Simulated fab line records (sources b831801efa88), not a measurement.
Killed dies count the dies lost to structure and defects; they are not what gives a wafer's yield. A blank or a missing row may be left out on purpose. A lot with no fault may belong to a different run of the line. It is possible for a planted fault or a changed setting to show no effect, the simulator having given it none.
A single fault, viewed from 2 desks + flow gf180mcu + each desk has only its own numbers; what lay behind them comes last

## AT THE TOOL OWNER'S DESK: lithoTrack-01
The tool's own readings at GF_NWELL_DEVELOP_06 (develop time 60 s): means of the sampled wafers that have a number, for each lot that ran on this tool. Any lot whose mean is over 4 standard deviations away from the usual mean is out of limits and marked OUT; that distance is given in the brackets.
Columns: A = resistLineTempC at GF_NWELL_DEVELOP_06, usual 23.01 C
| lot  | first seen here | A     |
|------|-----------------|-------|
| L626 | day 3 06:00     | 22.96 |
| L627 | day 3 11:00     | 22.99 |
| L630 | day 4 04:00     | 23.04 |
| L632 | day 4 17:00     | 22.98 |
| L635 | day 5 09:00     | 23.26 |
| L637 | day 5 19:00     | 23.02 |
| L641 | day 6 18:00     | 22.98 |
This desk's finding: nothing out of limits on any of the 7 lots.

## AT THE METROLOGY DESK
Means of the sampled wafers that have a number, per lot and without regard to the tool the lot ran on: this is what the gauges read. Any lot whose mean is over 4 standard deviations away from the usual mean is out of limits and marked OUT; that distance is given in the brackets.
Columns: A = STI_CVD_03_THK at GF_STI_THK_MEAS_04, usual 206.9 nm; B = NWELL_OVL at GF_NWELL_OVL_MEAS_07, usual -0.3 nm
| lot  | first seen here | A     | B    |
|------|-----------------|-------|------|
| L626 | day 1 13:35     | 206.8 | 1.4  |
| L627 | day 1 18:34     | 208.8 | -0.5 |
| L628 | day 2 00:07     | 205.0 | -1.1 |
| L629 | day 2 05:34     | 208.1 | -0.6 |
| L630 | day 2 10:29     | 205.8 | 0.1  |
| L632 | day 2 20:02     | 207.0 | 0.7  |
| L635 | day 3 12:48     | 205.9 | 0.0  |
| L636 | day 3 16:47     | 206.5 | 1.4  |
| L637 | day 3 20:45     | 207.9 | 0.8  |
| L641 | day 4 16:35     | 205.1 | -0.7 |
| L643 | day 5 02:34     | 202.8 | -0.2 |
| L645 | day 5 12:34     | 207.8 | -1.5 |
| L646 | day 5 18:47     | 210.5 | -0.3 |
| L649 | day 6 08:47     | 207.6 | -0.7 |
This desk's finding: nothing out of limits on any of the 14 lots.

## BROUGHT TOGETHER
The tool owner's desk saw nothing out of limits.
At the metrology desk, nothing out of limits was observed.

## WHAT THE SIMULATOR PUT IN
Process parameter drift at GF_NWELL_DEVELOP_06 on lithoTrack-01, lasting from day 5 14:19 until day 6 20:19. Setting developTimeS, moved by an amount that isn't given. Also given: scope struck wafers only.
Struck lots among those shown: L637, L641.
